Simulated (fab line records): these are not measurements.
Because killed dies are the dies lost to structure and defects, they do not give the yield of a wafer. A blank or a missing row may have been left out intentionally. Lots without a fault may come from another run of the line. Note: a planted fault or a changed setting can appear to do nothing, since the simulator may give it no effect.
Matching of chambers	flow gf180mcu	4 sister chambers for GF_V3_CMP_04 on cmp-02
The step polishes SiO2. 8 wafers are shown with their chamber, then 7 later ones without.

== EACH WAFER AND ITS CHAMBER ==
wafer	chamber	motor current A (A)	slurry filter dp kPa (kPa)
L359.2	0	12.3	13.32
L359.5	2	11.8	13.58
L359.6	3	13.0	13.44
L360.2	3	13.3	13.34
L360.4	0	12.0	13.47
L360.6	1	12.9	13.43
L365.3	2	12.3	13.80
L365.4	1	13.8	13.53

== WAFERS MISSING THEIR CHAMBER ==
wafer	motor current A (A)	slurry filter dp kPa (kPa)
L365.5	13.5	13.53
L366.1	12.7	13.47
L366.3	11.7	13.40
L366.6	14.1	13.57
L367.1	14.1	13.56
L367.2	12.8	13.53
L367.3	12.1	13.27

== WHICH CHAMBER EACH WENT THROUGH ==
wafer	from the rows above	in truth
L365.5	can't be placed: 1 or 3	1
L366.1	can't be placed: 3 or 0 or 1 or 2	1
L366.3	can't be placed: 0 or 2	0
L366.6	can't be placed: 1 or 3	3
L367.1	can't be placed: 1 or 3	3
L367.2	can't be placed: 1 or 3 or 0 or 2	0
L367.3	can't be placed: 0 or 3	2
Correctly placed: 0 of 7. Can't be placed from these rows: 7 (the true chamber is among the candidates in 6). 0 placed wrongly.
How it was worked out, from the rows above alone: a wafer's distance from a chamber is the root of the sum, over the readings, of the square of ((its reading less the chamber's mean) divided by the reading's scatter). The wafer belongs to the nearest chamber; if the next one is less than 2 further off, it can't be placed. A chamber's mean is the mean of its shown wafers. How the scatter is found: for the shown wafers, subtract from each reading the mean of its chamber, square and add these, divide the total by (wafers less chambers), then take the root.
